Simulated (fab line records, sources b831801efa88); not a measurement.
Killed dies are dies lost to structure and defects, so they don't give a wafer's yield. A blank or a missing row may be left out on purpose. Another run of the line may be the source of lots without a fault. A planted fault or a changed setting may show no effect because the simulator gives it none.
Comparing a struck lot with a sound one :: flow gf180mcu :: 18 steps out of a route of 602
Sound: wafers L761.4, L761.5, L761.6. Struck: wafers L764.1, L764.6. (L764.2 of the same lot was not struck and is left out.) The cause comes at the end.
For every step that has rows: the tool of each side, followed by ch and its chambers, followed by its first start. Under that, the readings that differ: sound wafers :: struck wafers :: difference of the means :: sigmas: that difference in standard deviations of wafers without a fault.
alike: words and numbers the same on both sides, and readings whose means are apart by under 2 such deviations; not compared: readings that were withheld, readings missing a value for some wafer, numbers with overlapping values and no deviation given by the record, and bounds like >300 which may hide the same value.
Wherever a step has rows on one side only, a row that says differs or no value, or a row with sigmas, the two part there. Numbers that don't overlap but have no deviation are shown without sigmas and don't part them. A reading missing from all wafers of one side parts the sides only when that side holds two or more wafers.

first, 3 steps without rows for these wafers: GF_V2_EXPOSE_11 (exposes mask Via2, target cd 260 nm); GF_V2_PEB_12 (peb time 90 s); GF_V2_DEVELOP_13 (develop time 60 s).
GF_V2_CD_MEAS_14: the cd target is 260 nm.
  sound: cdSem-01 at day 22 13:48; struck: cdSem-02 at day 23 21:44
  alike: cdNm
GF_V2_OVL_MEAS_15:
  sound: overlay-02 at day 22 13:53; struck: overlay-01 at day 23 21:52
  alike: V2_OVL
GF_V2_ETCH_16: etches BARC in N2/H2.
  sound on rieDiel-01 ch 0,1,3, day 22 13:53; struck on rieDiel-04 ch 3, day 23 21:53
  alike: chamberPressureMTorr, drypumpMotorCurrentA, oesProductAu, throttleValvePct
GF_V2_ETCH_17: etches SiO2 in C4F8/O2/Ar, stops on TiN, target depth 630 nm.
  sound: rieDiel-01 ch 0,1,3; struck: rieDiel-04 ch 3
  alike: chamberPressureMTorr, oesProductAu
GF_V2_STRIP_18: strips in O2/N2.
  sound on plasmaAsher-03 ch 0,1, day 22 14:04; struck on plasmaAsher-04 ch 1, day 23 22:01
reading: drypumpMotorCurrentA (A)
sound: 5.3 5.3 5.5
struck: 6.2 6.3
difference: +0.9
sigmas: +3

reading: oesProductAu (a.u.)
sound: 0.597 0.593 0.591
struck: 0.580 0.588
difference: -0.010
sigmas: -2
  alike: chamberPressureMTorr, heaterPowerW, o2FlowSccm
  not compared: rfHoursCounterH
then, 2 steps without rows for these wafers: GF_V2_STRIP_19 (strips in post etch residue remover, time 1200 s); GF_V2_CLEAN_20 (cleans in DIW).
GF_V2_SPUTTER_21: material Ti, target thk 15 nm, time 80.02 s.
  sound: pvdSputter-02 at day 22 14:34; struck: pvdSputter-03 at day 23 22:40
  alike: substrateTempC, throttleValvePct
then, 1 step without rows for these wafers: GF_V2_SPUTTER_22 (material TiN, target thk 10 nm, time 40 s).
GF_V2_CVD_23: deposits W, target thk 350 nm, time 104.94 s.
  sound on cvdW-01 ch 0,1, day 22 14:42; struck on cvdW-01 ch 0, day 23 22:46
reading: heaterPowerW (W)
sound: 770 920 754
struck: 1033 1047
difference: +225
sigmas: +2

reading: susceptorTempC (C)
sound: 400.35 400.13 400.12
struck: 418.18 418.02
difference: +17.90
sigmas: +72

reading: model.W_of_V2_CVD_23.thkNm (nm)
sound: 350.4 351.5 352.2
struck: 477.8 477.5
difference: +126.3
sigmas: 
GF_V2_RS_MEAS_24: measurement is done with a four-point probe.
  sound: filmMetro-03 at day 22 14:50; struck: filmMetro-04 at day 23 22:53
reading: V2_W_RS (ohm/sq)
sound: 0.3270 0.3262 0.3251
struck: 0.2393 0.2394
difference: -0.0867
sigmas: -29
GF_V2_THK_MEAS_25: measures by xrf.
  sound: filmMetro-03 at day 22 14:56; struck: filmMetro-04 at day 23 23:00
reading: V2_W_THK (nm)
sound: 354 353 354
struck: 487 487
difference: +133
sigmas: +33
GF_V2_CMP_26: polishes, stops on SiO2, t overpolish 15 s, target thk 0 nm.
  sound on cmp-01 ch 2,3, day 22 14:58; struck on cmp-02 ch 1,3, day 23 23:04
reading: timeToEndpointS (s)
sound: 84.5 91.8 81.9
struck: 114.4 113.7
difference: +28.0
sigmas: +10
  alike: headPressurePsi, motorCurrentA
GF_M3_SPUTTER_00: material Ti, target thk 37.5 nm, time 150 s.
  sound: pvdSputter-01 at day 22 15:16; struck: pvdSputter-03 at day 23 23:22
  alike: substrateTempC, throttleValvePct
GF_PASSIVATION_PROBE_99:
  rows exist in the record for the sound wafers here (prober-01, day 30 21:29), none for the struck ones

## WHERE THEY PART
First at GF_V2_STRIP_18; last, within this record, at GF_PASSIVATION_PROBE_99.

WHY: what had been put in by the simulator
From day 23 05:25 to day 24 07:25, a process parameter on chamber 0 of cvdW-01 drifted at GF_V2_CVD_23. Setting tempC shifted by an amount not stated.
